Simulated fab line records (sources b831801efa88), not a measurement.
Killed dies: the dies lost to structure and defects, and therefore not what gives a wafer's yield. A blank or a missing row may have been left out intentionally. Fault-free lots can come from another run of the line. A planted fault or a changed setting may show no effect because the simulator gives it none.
A struck lot beside a sound one :: flow sky130 :: 15 out of 708 route steps
Sound: wafers L937.1, L937.2, L937.3. Struck: wafer L944.5 (L944.1, L944.3, from the same lot, were not struck and are left out); the cause is given at the end.
Per side, at each step with rows, come the tool, then ch with its chambers, and then its first start. Under that, the readings that differ: sound wafers :: struck wafers :: difference of the means :: sigmas: that difference in standard deviations of wafers without a fault.
alike: readings whose means differ by less than 2 such deviations, and words and numbers that are the same on both sides. not compared: withheld readings, readings that some wafer has no value for, bounds like >300 that may hide the same value, and numbers for which the record gives no deviation and whose values overlap.
Wherever a step has rows on one side only, a row that says differs or no value, or a row with sigmas, the two part there. Numbers that have no deviation but don't overlap get no sigmas and don't part them. Lack of a reading on every wafer of one side parts them only where that side has two or more wafers.

SKY_VIA3_OVL_MEAS_13:
  sound on overlay-02 at day 41 10:17; struck on overlay-02 at day 42 20:55
  alike: VIA3_OVL
SKY_VIA3_ETCH_14: etches BARC in N2/H2, stops on SiO2, time 45.9 s, target depth 60 nm.
  sound on rie-diel-03 ch 0,2,3, day 41 10:20; struck on rie-diel-02 ch 2, day 42 20:58
  alike: drypump-motor-current-A, oes-product-au, throttle-valve-pct
  not compared: rf-hours-counter-h
then, 1 step without rows for these wafers: SKY_VIA3_ETCH_15 (etches SiO2 in C4F8/O2/Ar, stops on TiN, target depth 507 nm, time 78 s).
SKY_VIA3_STRIP_16: strips in O2/N2.
  sound on plasma-asher-01 ch 0,1, day 41 10:26; struck on plasma-asher-02 ch 0, day 42 21:04
  alike: drypump-motor-current-A, oes-product-au, strip-time-to-endpoint-s
  not compared: rf-hours-counter-h
then, 3 steps without rows for these wafers: SKY_VIA3_STRIP_17 (strips in post etch residue remover, time 1200 s); SKY_VIA3_CLEAN_18 (cleans in IPA, time 180 s); SKY_VIA3_CLEAN_19 (cleans in O3/DIW).
SKY_VIA3_SPUTTER_20: material TiN, target thk 20 nm, time 80 s.
  sound on pvd-sputter-02 at day 41 11:01; struck on pvd-sputter-01 at day 42 21:39
  alike: cathode-dc-power-W, chamber-pressure-pa, throttle-valve-pct
SKY_VIA3_CVD_21: deposits W, target thk 390 nm, time 117.31 s.
  sound on cvd-w-02 ch 0,1, day 41 11:05; struck on cvd-w-02 ch 0, day 42 21:43
  alike: heater-power-w
SKY_VIA3_RS_MEAS_22: measurement is done with a four-point probe.
  sound on film-metro-01 at day 41 11:13; struck on film-metro-02 at day 42 21:50
  alike: VIA3_W_RS
SKY_VIA3_THK_MEAS_23: measures by xrf.
  sound on film-metro-01 at day 41 11:20; struck on film-metro-02 at day 42 21:58
  alike: VIA3_W_THK
SKY_VIA3_CMP_24: polishes, stops on SiO2, t overpolish 20 s, target thk 0 nm.
  sound on cmp-01 ch 0,2,3, day 41 11:23; struck on cmp-01 ch 1, day 42 22:01
  alike: head-pressure-psi, motor-current-A, overpolish-run-s, time-to-endpoint-s
SKY_METAL4_SPUTTER_00: material Ti, target thk 15 nm, time 10 s.
  sound on pvd-sputter-02 at day 41 11:41; struck on pvd-sputter-03 at day 42 22:19
reading: chamber-pressure-pa (Pa)
sound: 0.4004 0.4005 0.3995
struck: 0.3719
difference: -0.0282
sigmas: -34

reading: throttle-valve-pct (%)
sound: 29.4 29.9 31.1
struck: 32.7
difference: +2.6
sigmas: +2
  alike: cathode-dc-power-W
then, 1 step without rows for these wafers: SKY_METAL4_SPUTTER_01 (material TiN, target thk 20 nm, time 16.7 s).
-- the record jumps here: 6 days lie between the struck wafers' starts before and after (it left off in module METAL4 and takes up again in module PAD_OPEN, whose first step shown is number 708 of the route) --
SKY_PAD_OPEN_PROBE_99:
  the record has rows for the struck wafers here (prober-01, day 48 12:16) and none for the sound ones

## WHERE THEY PART
Last at SKY_PAD_OPEN_PROBE_99 as far as this record goes, first at SKY_METAL4_SPUTTER_00.

WHY: what the simulator had put in
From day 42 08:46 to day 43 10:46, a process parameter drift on pvd-sputter-03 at SKY_METAL4_SPUTTER_00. Setting chamber-pressure-pa, moved by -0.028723, from 0.4. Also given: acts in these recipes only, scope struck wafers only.
